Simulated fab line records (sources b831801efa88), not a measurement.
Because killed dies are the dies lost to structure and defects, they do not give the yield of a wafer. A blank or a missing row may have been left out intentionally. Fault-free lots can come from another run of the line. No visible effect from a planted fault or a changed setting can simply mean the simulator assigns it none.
What tool caused it? ; flow gf180mcu ; 12 lots, 35 wafers sampled, at 5 steps of a route of 602

## WHAT THE GAUGES SHOWED, per wafer
GF_M1_CD_MEAS_14: the cd target is 230 nm. Usual: cdNm reads 230.0 nm (standard deviation 1.4).
lot;measured;on;cdNm (nm);flag
L783;day 17 08:37;cdSem-01;228.7 229.2 228.4;
L784;day 17 22:35;cdSem-02;229.6 230.5 230.5;
L786;day 18 23:11;cdSem-02;229.8 230.1 230.8;
L789;day 19 17:04;cdSem-02;229.2 230.1 229.9;
L792;day 21 00:16;cdSem-02;251.2 250.8 251.5;OFF
L794;day 21 09:28;cdSem-01;251.2 251.5 249.5;OFF
L795;day 21 20:26;cdSem-02;230.8 231.0 230.3;
L796;day 21 23:10;cdSem-01;230.3 230.6 230.2;
L797;day 22 07:30;cdSem-01;228.5 230.0 229.9;
L799;day 23 04:53;cdSem-02;230.5 231.5 230.4;
L801;day 23 12:48;cdSem-01;229.8 229.8 228.0;
L805;day 24 14:15;cdSem-02;229.9 230.9;

GF_V1_BOW_MEAS_05. Usual: for V1_BOW the level is 83 um and the standard deviation is 7.5.
lot;measured;on;V1_BOW (um);flag
L783;day 17 10:06;filmMetro-04;80 88 92;
L784;day 18 00:23;filmMetro-03;81 73 81;
L786;day 19 00:34;filmMetro-03;86 89 85;
L789;day 19 18:35;filmMetro-01;84 88 89;
L792;day 21 01:39;filmMetro-04;95 81 82;
L794;day 21 10:51;filmMetro-04;79 69 91;
L795;day 21 22:16;filmMetro-01;81 103 91;
L796;day 22 00:39;filmMetro-03;72 79 84;
L797;day 22 09:01;filmMetro-01;74 85 88;
L799;day 23 06:16;filmMetro-01;84 77 75;
L801;day 23 14:13;filmMetro-01;69 80 73;
L805;day 24 15:38;filmMetro-01;86 94;

## EACH LOT AND THE TOOL THAT RAN IT (in order: tool; ch and the chambers of the sampled wafers; start)
lot;GF_CONTACT_STRIP_18;GF_M1_SPUTTER_04;GF_M1_EXPOSE_11
L783;plasmaAsher-02 ch 0,1, day 16 08:14;pvdSputter-02, day 16 09:22;krfScanner-01 ch 0, day 16 21:07
L784;plasmaAsher-04 ch 0,1, day 16 22:18;pvdSputter-04, day 16 23:28;krfScanner-01 ch 0, day 17 10:51
L786;plasmaAsher-01 ch 0,1, day 17 22:24;pvdSputter-04, day 17 23:40;krfScanner-02 ch 0, day 18 11:02
L789;plasmaAsher-02 ch 0,1, day 18 15:55;pvdSputter-01, day 18 17:08;krfScanner-01 ch 0, day 19 05:11
L792;plasmaAsher-01 ch 0,1, day 19 22:53;pvdSputter-02, day 20 00:01;krfScanner-01 ch 0, day 20 12:16
L794;plasmaAsher-02 ch 0,1, day 20 08:30;pvdSputter-02, day 20 09:40;krfScanner-01 ch 0, day 20 22:00
L795;plasmaAsher-02 ch 0,1, day 20 19:15;pvdSputter-01, day 20 20:25;krfScanner-02 ch 0, day 21 08:09
L796;plasmaAsher-04 ch 0,1, day 20 22:05;pvdSputter-02, day 20 23:13;krfScanner-02 ch 0, day 21 11:25
L797;plasmaAsher-01 ch 0,1, day 21 06:21;pvdSputter-02, day 21 07:31;krfScanner-02 ch 0, day 21 19:53
L799;plasmaAsher-04 ch 0,1, day 22 04:26;pvdSputter-02, day 22 05:34;krfScanner-02 ch 0, day 22 17:08
L801;plasmaAsher-02 ch 0,1, day 22 13:33;pvdSputter-04, day 22 14:43;krfScanner-02 ch 0, day 23 02:34
L805;plasmaAsher-01 ch 1, day 23 15:21;pvdSputter-04, day 23 16:31;krfScanner-02 ch 0, day 24 04:04
- GF_CONTACT_STRIP_18: strips in O2/N2.
- GF_M1_SPUTTER_04: material TiN, target thk 50 nm, time 41.7 s.
- GF_M1_EXPOSE_11: exposes mask Metal1, target cd 230 nm.

## AS READ BY THE TOOLS THEMSELVES (means over the sampled wafers that have a number; for cases with no such wafer, the mark the record gives instead)
GF_CONTACT_STRIP_18. Usual: drypumpMotorCurrentA 5.48 A, standard deviation 0.2; heaterPowerW 340 W, standard deviation 28; n2FlowSccm 300.1 sccm, standard deviation 0.83; oesProductAu 0.580 a.u., standard deviation 0.0049.
lot;tool;drypumpMotorCurrentA (A);heaterPowerW (W);n2FlowSccm (sccm);oesProductAu (a.u.);flag
L783;plasmaAsher-02;5.32;346;300.1;0.582;
L784;plasmaAsher-04;5.63;346;299.2;0.580;
L786;plasmaAsher-01;5.66;356;300.9;0.577;
L789;plasmaAsher-02;5.25;340;300.3;0.576;
L792;plasmaAsher-01;5.66;350;300.2;0.584;
L794;plasmaAsher-02;5.25;339;300.6;0.585;
L795;plasmaAsher-02;5.25;337;299.6;0.583;
L796;plasmaAsher-04;5.57;349;299.6;0.576;
L797;plasmaAsher-01;5.53;346;299.6;0.576;
L799;plasmaAsher-04;5.59;355;300.3;0.580;
L801;plasmaAsher-02;5.20;336;299.4;0.581;
L805;plasmaAsher-01;5.40;336;299.1;0.583;

GF_M1_SPUTTER_04. Usual: throttleValvePct reads 30.2 % (standard deviation 1.2).
lot;tool;throttleValvePct (%);flag
L783;pvdSputter-02;31.8;
L784;pvdSputter-04;29.0;
L786;pvdSputter-04;29.1;
L789;pvdSputter-01;30.5;
L792;pvdSputter-02;30.8;
L794;pvdSputter-02;31.0;
L795;pvdSputter-01;29.7;
L796;pvdSputter-02;31.5;
L797;pvdSputter-02;31.9;
L799;pvdSputter-02;30.8;
L801;pvdSputter-04;28.7;
L805;pvdSputter-04;28.7;

GF_M1_EXPOSE_11. Usual: exposureDoseMJCm2 reads 27.87 (standard deviation 0.038).
lot;tool;exposureDoseMJCm2;flag
L783;krfScanner-01;27.94;
L784;krfScanner-01;27.94;
L786;krfScanner-02;27.82;
L789;krfScanner-01;27.87;
L792;krfScanner-01;24.46;OFF
L794;krfScanner-01;24.42;OFF
L795;krfScanner-02;27.82;
L796;krfScanner-02;27.87;
L797;krfScanner-02;27.86;
L799;krfScanner-02;27.82;
L801;krfScanner-02;27.85;
L805;krfScanner-02;27.86;

## THE ANSWER, worked out from the rows above alone
Rule: a lot is off if the mean of its wafers that have a number lies more than 3 standard deviations from the usual mean. A lot without any number at a reading at which 4 lots or more have one is off too. All remaining lots with rows at the step are treated as sound. After the gauges, taken in route order, come the tools' own readings; for these a lot's mean is taken, as printed above. The first step at which some lot is off is used, and at that step the reading that is off furthest; a lot without a number counts as furthest.
Off, at GF_M1_CD_MEAS_14 on cdNm: L792, L794.
A tool fits if, at a process step before that reading, it ran every lot that is off, and no sound lot after the first of them. The gauges at GF_M1_CD_MEAS_14 aren't tried: what is off there is off at GF_M1_EXPOSE_11 too, on other tools, and a gauge's error can't cause that. One candidate fits, namely krfScanner-01 at GF_M1_EXPOSE_11. Its last sound lot is L789 (day 19 05:11), its first lot that is off L792 (day 20 12:16): a fault that began between those two fits.
On the lots that are off, the tool's own readings at GF_M1_EXPOSE_11 differ by more than 5 times the standard deviation of the sound lots' means, which bears it out; exposureDoseMJCm2 reads 24.44 there versus 27.87 on the sound lots.

## WHAT WAS PUT IN BY THE SIMULATOR
Process parameter drift: krfScanner-01, from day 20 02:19 on, at GF_M1_EXPOSE_11. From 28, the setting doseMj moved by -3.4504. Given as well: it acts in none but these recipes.
Struck lots among those shown: L792, L794. The rule given above showed the same thing.
